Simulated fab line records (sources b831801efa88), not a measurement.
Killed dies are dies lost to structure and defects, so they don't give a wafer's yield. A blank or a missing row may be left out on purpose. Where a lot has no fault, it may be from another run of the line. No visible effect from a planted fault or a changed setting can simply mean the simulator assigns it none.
fab line records    flow gf180mcu
[record] lots = 12  wafers = 36  last_day = 35
route steps=602 shown STI@5 MVSD@76 MVPSD@88
lots untouched by any fault: they come from a run of this same line in which no faults occurred
start_h: start of the lot's first displayed wafer, in hours after the record's first day    wait_h: hours elapsed since this lot's preceding step    " as in the row above    L1.1+2: a row that stands for several wafers    - no value present, or no start provided    * or withheld: withheld    < > ~ a bound
route shown NAME@n: names a module that has steps shown in the file, with the first one's number in the route    usual: the fault-free wafers' mean and standard deviation    same: alike in all rows    chamber/n: place in a boat    sites: each site's reading    _std_site: the standard deviation of these    _edge_site: mean of outer sites minus mean of inner sites    radius_mm: how far each site lies from the wafer's centre    mask NAME#n: copy n    behind: tool/chamber where the wafer was last shaped    hold: cause of the lot's hold/its duration in hours/its outcome    device: the n, p or np transistor that did not switch    end of line: tests run on the same wafers once the route is complete    a step without rows: its recipe alone    killed: count of dies lost to structure and defects at first sort (not the wafer's yield)    map: a wafer's dies, x killed, . not, _ none there
set.NAME: the setting that was run; set.NAME@STEP: the one run at that earlier step    model.NAME: the simulator's own value behind a step, which no gauge read
one table for each step of the route and one row for each wafer, over a sample of lots
services: the hour from which a tool's chamber was out of use, counted from the record's first day as start_h (under 0 if before that day), plus the number of hours and why
[[steps]]
[step GF_STI_THK_MEAS_04]
[recipe] reads = Si3N4_of_STI_CVD_03
[usual] STI_CVD_03_THK = 208.5/2.3
lot.wafer  tool           chamber  start_h  wait_h  STI_CVD_03_THK[nm]
L957.1     film_metro-03  -        14.02    0.0     210.4
L957.4     "              -        "        "       209.1
L957.5     "              -        "        "       208.2
L958.2     film_metro-03  -        18.57    0.0     204.0
L958.4     "              -        "        "       205.0
L958.5     "              -        "        "       204.5
L960.1     film_metro-02  -        29.36    0.0     208.8
L960.3     "              -        "        "       209.6
L960.6     "              -        "        "       209.2
L961.1     film_metro-03  -        34.06    0.0     208.2
L961.2     "              -        "        "       207.8
L961.5     "              -        "        "       208.2
L965.1     film_metro-04  -        54.44    0.0     211.0
L965.4     "              -        "        "       211.0
L965.5     "              -        "        "       211.7
L967.2     film_metro-04  -        65.13    0.0     205.2
L967.3     "              -        "        "       206.4
L967.5     "              -        "        "       205.7
L970.2     film_metro-02  -        78.57    0.0     205.1
L970.3     "              -        "        "       206.0
L970.5     "              -        "        "       206.5
L971.2     film_metro-04  -        85.00    0.0     208.0
L971.3     "              -        "        "       206.0
L971.5     "              -        "        "       207.7
L972.1     film_metro-04  -        88.56    0.0     209.6
L972.4     "              -        "        "       210.3
L972.6     "              -        "        "       209.4
L974.2     film_metro-04  -        98.64    0.0     207.9
L974.3     "              -        "        "       209.7
L974.5     "              -        "        "       207.4
L978.2     film_metro-04  -        118.57   0.0     212.4
L978.3     "              -        "        "       212.1
L978.6     "              -        "        "       214.3
L980.2     film_metro-04  -        129.60   0.0     207.3
L980.4     "              -        "        "       208.9
L980.5     "              -        "        "       208.3
[step GF_STI_ETCH_14]
[recipe] target = Si  chemistry = HBr/Cl2/O2  target_depth_nm = 360  icp_w = 600  bias_w = 150  pressure_mtorr = 15  HBr_flow_sccm = 150  Cl2_flow_sccm = 40  O2_flow_sccm = 6  time_s = 102.9
[usual] drypump_motor_current_A = 5.6/0.35  oes_product_au = 0.997/0.012  rf_fwd_power_W = 596.6/2  throttle_valve_pct = 25.658/0.012
[same] time_s = 102.9
lot.wafer  tool       chamber  start_h  wait_h  drypump_motor_current_A  oes_product_au  rf_fwd_power_W  rf_hours_counter_h  throttle_valve_pct
L957.1     rie_si-01  2        27.04    0.0     5.5                      1.005           597.7           17                  25.659
L957.4     "          3        "        "       6.0                      1.000           597.0           31                  25.639
L957.5     "          0        "        "       5.2                      1.025           597.0           -                   25.646
L958.2     rie_si-02  2        31.66    0.0     5.8                      0.988           599.4           26                  25.660
L958.4     "          0        "        "       6.0                      1.003           592.6           1                   25.665
L958.5     "          1        "        "       5.6                      0.989           595.1           -                   25.665
L960.1     rie_si-01  2        42.31    0.0     5.5                      0.989           597.0           17                  25.654
L960.3     "          3        "        "       6.0                      0.986           596.5           32                  25.680
L960.6     "          0        "        "       5.2                      1.006           595.7           -                   25.644
L961.1     rie_si-01  2        47.04    0.0     5.5                      1.010           593.5           17                  25.662
L961.2     "          0        "        "       5.3                      1.023           595.0           115                 25.641
L961.5     "          1        "        "       4.9                      0.991           595.7           -                   25.650
L965.1     rie_si-02  3        66.37    0.0     5.8                      1.022           601.8           88                  25.655
L965.4     "          1        "        "       5.6                      0.989           599.1           37                  25.671
L965.5     "          1        "        "       5.6                      0.984           598.7           -                   25.668
L967.2     rie_si-02  3        77.39    0.0     5.9                      1.017           597.7           88                  25.636
L967.3     "          0        "        "       6.0                      0.995           595.3           1                   25.659
L967.5     "          2        "        "       5.8                      0.986           595.4           -                   25.672
L970.2     rie_si-01  0        91.16    0.0     5.3                      0.999           597.5           116                 25.636
L970.3     "          3        "        "       6.0                      0.983           595.1           32                  25.673
L970.5     "          3        "        "       6.0                      0.989           594.5           -                   25.654
L971.2     rie_si-02  3        98.37    0.0     5.9                      1.019           599.2           88                  25.643
L971.3     "          0        "        "       6.0                      0.995           596.2           1                   25.666
L971.5     "          3        "        "       5.9                      1.018           599.6           -                   25.634
L972.1     rie_si-01  2        102.62   0.0     5.5                      1.001           595.8           18                  25.648
L972.4     "          3        "        "       6.0                      0.990           596.5           32                  25.649
L972.6     "          3        "        "       6.0                      1.002           597.9           -                   25.645
L974.2     rie_si-01  1        112.83   0.0     4.9                      0.992           597.4           32                  25.653
L974.3     "          2        "        "       5.5                      0.942           502.6           18                  25.694
L974.5     "          2        "        "       5.5                      0.953           499.8           -                   25.695
L978.2     rie_si-02  0        133.22   0.0     6.1                      0.991           593.7           2                   25.663
L978.3     "          2        "        "       5.8                      0.989           594.7           27                  25.658
L978.6     "          3        "        "       5.9                      1.019           596.6           -                   25.638
L980.2     rie_si-02  0        145.53   0.0     6.0                      0.998           594.5           2                   25.641
L980.4     "          2        "        "       5.8                      0.997           597.8           27                  25.670
L980.5     "          2        "        "       5.8                      0.995           598.6           -                   25.660
[step GF_MVSD_STRIP_10]
[recipe] chemistry = O2/N2  power_w = 1400  pressure_mtorr = 1500  platen_temp_c = 250  o2_flow_sccm = 3000  n2_flow_sccm = 300  overash_fraction = 0.5
[usual] drypump_motor_current_A = 5.8/0.51  heater_power_w = 336/57  o2_flow_sccm = 2999/8.5  oes_product_au = 0.722/0.0047  strip_time_to_endpoint_s = 37.01/0.1
lot.wafer  tool             chamber  start_h  wait_h  drypump_motor_current_A  heater_power_w  o2_flow_sccm  oes_product_au  rf_hours_counter_h  strip_time_to_endpoint_s
L957.1     plasma_asher-04  0        82.35    0.1     4.9                      378             3005          0.716           28                  36.94
L957.4     "                1        "        "       5.9                      298             3002          0.724           -                   37.01
L957.5     "                0        "        "       4.9                      383             3012          0.714           -                   36.95
L958.2     plasma_asher-03  0        87.35    0.1     5.8                      295             2994          0.724           37                  36.92
L958.4     "                1        "        "       6.6                      270             2997          0.723           -                   36.89
L958.5     "                1        "        "       6.6                      287             3006          0.725           -                   37.01
L960.1     plasma_asher-04  0        100.30   0.1     4.9                      393             3015          0.718           30                  37.01
L960.3     "                0        "        "       4.9                      389             3006          0.725           -                   37.07
L960.6     "                1        "        "       5.9                      311             3007          0.730           -                   36.88
L961.1     plasma_asher-04  1        105.99   0.1     5.9                      301             2996          0.719           30                  36.87
L961.2     "                0        "        "       4.9                      393             2999          0.717           30                  36.91
L961.5     "                0        "        "       4.9                      388             3002          0.717           -                   36.79
L965.1     plasma_asher-03  0        126.84   0.1     5.8                      286             3001          0.726           41                  37.14
L965.4     "                1        "        "       6.6                      279             2981          0.719           -                   37.05
L965.5     "                0        "        "       5.7                      286             3003          0.722           -                   37.09
L967.2     plasma_asher-02  0        140.84   0.1     5.7                      422             3002          0.718           53                  37.02
L967.3     "                1        "        "       6.2                      306             2988          0.720           -                   37.04
L967.5     "                1        "        "       6.2                      292             2999          0.720           -                   37.06
L970.2     plasma_asher-02  1        155.07   0.1     6.2                      301             2999          0.718           54                  37.00
L970.3     "                0        "        "       5.7                      423             2996          0.725           -                   37.01
L970.5     "                0        "        "       5.8                      429             3003          0.721           -                   36.98
L971.2     plasma_asher-03  1        164.60   0.1     6.6                      278             3009          0.717           45                  36.86
L971.3     "                1        "        "       6.6                      278             2997          0.725           -                   36.94
L971.5     "                1        "        "       6.6                      276             3007          0.723           -                   36.78
L972.1     plasma_asher-04  0        171.25   0.1     4.9                      396             2991          0.721           37                  36.99
L972.4     "                1        "        "       6.0                      304             3007          0.718           -                   37.06
L972.6     "                0        "        "       4.9                      386             2987          0.726           -                   37.06
L974.2     plasma_asher-03  1        182.72   0.1     6.6                      274             2989          0.718           46                  36.97
L974.3     "                1        "        "       6.6                      282             2993          0.727           -                   37.04
L974.5     "                0        "        "       5.7                      284             2991          0.717           -                   36.99
L978.2     plasma_asher-04  1        209.20   0.1     5.9                      307             3006          0.724           41                  37.19
L978.3     "                1        "        "       5.9                      294             3001          0.726           -                   37.15
L978.6     "                0        "        "       4.9                      390             2997          0.726           -                   37.09
L980.2     plasma_asher-02  1        221.35   0.1     6.2                      298             3001          0.732           61                  36.98
L980.4     "                1        "        "       6.2                      303             2998          0.717           -                   37.02
L980.5     "                0        "        "       5.7                      416             3008          0.719           -                   36.95
[step GF_MVPSD_STRIP_10]
[recipe] chemistry = O2/N2  power_w = 1400  pressure_mtorr = 1500  platen_temp_c = 250  o2_flow_sccm = 3000  n2_flow_sccm = 300  overash_fraction = 0.5
[usual] drypump_motor_current_A = 5.8/0.45  heater_power_w = 320/46  o2_flow_sccm = 3001/8.1  oes_product_au = 0.722/0.0048  strip_time_to_endpoint_s = 36.63/0.1
lot.wafer  tool             chamber  start_h  wait_h  drypump_motor_current_A  heater_power_w  o2_flow_sccm  oes_product_au  rf_hours_counter_h  strip_time_to_endpoint_s
L957.1     plasma_asher-01  1        95.57    0.1     5.7                      328             2983          0.714           45                  36.53
L957.4     "                0        "        "       5.2                      341             2985          0.725           -                   36.54
L957.5     "                0        "        "       5.2                      338             2989          0.721           -                   36.55
L958.2     plasma_asher-03  0        101.22   0.1     5.8                      282             3009          0.727           38                  36.45
L958.4     "                0        "        "       5.8                      280             3003          0.727           -                   36.51
L958.5     "                1        "        "       6.6                      275             2998          0.722           -                   36.49
L960.1     plasma_asher-03  0        115.17   0.1     5.7                      289             2995          0.721           40                  36.52
L960.3     "                1        "        "       6.6                      276             3002          0.721           -                   36.63
L960.6     "                0        "        "       5.7                      281             2997          0.721           -                   36.63
L961.1     plasma_asher-02  1        120.52   0.1     6.2                      297             3014          0.718           50                  36.62
L961.2     "                0        "        "       5.7                      415             2996          0.729           50                  36.54
L961.5     "                0        "        "       5.7                      422             2999          0.733           -                   36.56
L965.1     plasma_asher-03  0        142.74   0.1     5.8                      280             2994          0.719           42                  36.66
L965.4     "                0        "        "       5.7                      293             2999          0.721           -                   36.61
L965.5     "                1        "        "       6.6                      281             3009          0.724           -                   36.49
L967.2     plasma_asher-01  0        157.39   0.1     5.2                      322             3013          0.725           4                   36.80
L967.3     "                0        "        "       5.2                      310             3009          0.718           -                   36.66
L967.5     "                0        "        "       5.2                      318             2999          0.719           -                   36.81
L970.2     plasma_asher-02  0        172.23   0.1     5.8                      428             2984          0.711           56                  36.66
L970.3     "                1        "        "       6.2                      296             2991          0.726           -                   36.72
L970.5     "                1        "        "       6.2                      301             3015          0.718           -                   36.73
L971.2     plasma_asher-03  1        182.37   0.1     6.6                      273             3003          0.720           46                  36.94
L971.3     "                1        "        "       6.6                      280             3000          0.724           -                   36.77
L971.5     "                0        "        "       5.8                      291             3005          0.715           -                   36.66
L972.1     plasma_asher-03  1        189.03   0.1     6.6                      285             2987          0.726           47                  36.64
L972.4     "                1        "        "       6.6                      277             3003          0.721           -                   36.58
L972.6     "                0        "        "       5.7                      296             3006          0.721           -                   36.50
L974.2     plasma_asher-01  0        201.74   0.1     5.2                      316             2997          0.724           8                   36.58
L974.3     "                1        "        "       5.7                      339             3007          0.715           -                   36.65
L974.5     "                0        "        "       5.2                      317             2991          0.725           -                   36.69
L978.2     plasma_asher-01  0        228.77   0.1     5.2                      313             2992          0.712           11                  36.57
L978.3     "                0        "        "       5.2                      317             2993          0.731           -                   36.62
L978.6     "                0        "        "       5.2                      317             2996          0.719           -                   36.55
L980.2     plasma_asher-03  1        241.48   0.1     6.6                      272             3011          0.717           52                  36.51
L980.4     "                0        "        "       5.7                      291             3015          0.715           -                   36.56
L980.5     "                0        "        "       5.8                      291             3014          0.719           -                   36.39
[[services]]
tool             chamber  start_h  hours  kind
rie_si-01        0        3.38     3.1    repair
plasma_asher-03  -        30.85    14.6   pm
rie_si-02        -        39.35    15.6   pm
rie_si-01        2        54.64    4.9    repair
plasma_asher-01  -        63.91    1.0    repair
plasma_asher-04  -        69.10    2.2    repair
rie_si-02        -        69.98    1.7    repair
plasma_asher-02  -        87.36    1.0    repair
plasma_asher-01  -        106.52   1.2    repair
plasma_asher-01  -        108.75   9.0    pm
plasma_asher-01  0        108.75   9.0    vent_cycle
plasma_asher-01  1        108.75   9.0    vent_cycle
plasma_asher-01  0        117.75   -      clean
plasma_asher-01  1        117.75   -      clean
plasma_asher-03  -        136.85   0.4    repair
rie_si-02        1        137.32   4.0    repair
rie_si-02        2        186.72   4.3    repair
plasma_asher-03  -        220.84   2.8    pm
rie_si-01        0        231.67   -      clean
rie_si-01        0        231.67   13.2   scheduled_down
rie_si-01        0        231.67   13.2   vent_cycle
[[key]]
[first_sign] step = GF_STI_ETCH_14  reading = rf_fwd_power_W  direction = down  sigmas = 49  usual = 596.6  struck = 501.2
[effect] step = GF_STI_ETCH_14  reading = oes_product_au  direction = down  sigmas = 4.2  usual = 0.997  struck = 0.948
met_at GF_STI_ETCH_14
struck_lots L974
struck_wafers L974.3,L974.5
tester_left_out L974
not_acting_at GF_STI_THK_MEAS_04,GF_MVSD_STRIP_10,GF_MVPSD_STRIP_10
onset_between 102.62 112.83
[fault] kind = process_parameter_drift  tool = rie_si-01  chamber = 2  onset_h = 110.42  steps = GF_STI_ETCH_14  channel = icp_w  offset = -96  shape = step  end_h = 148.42  acts_in = these_recipes_only  stated = 600
// tester_left_out: of these lots the tester's yield and bins aren't shown, on N5 and GAA mostly nor the transistor test; their killed dies are dies lost to structure and defects alone, not to doping, threshold or leakage, so they don't give the yield
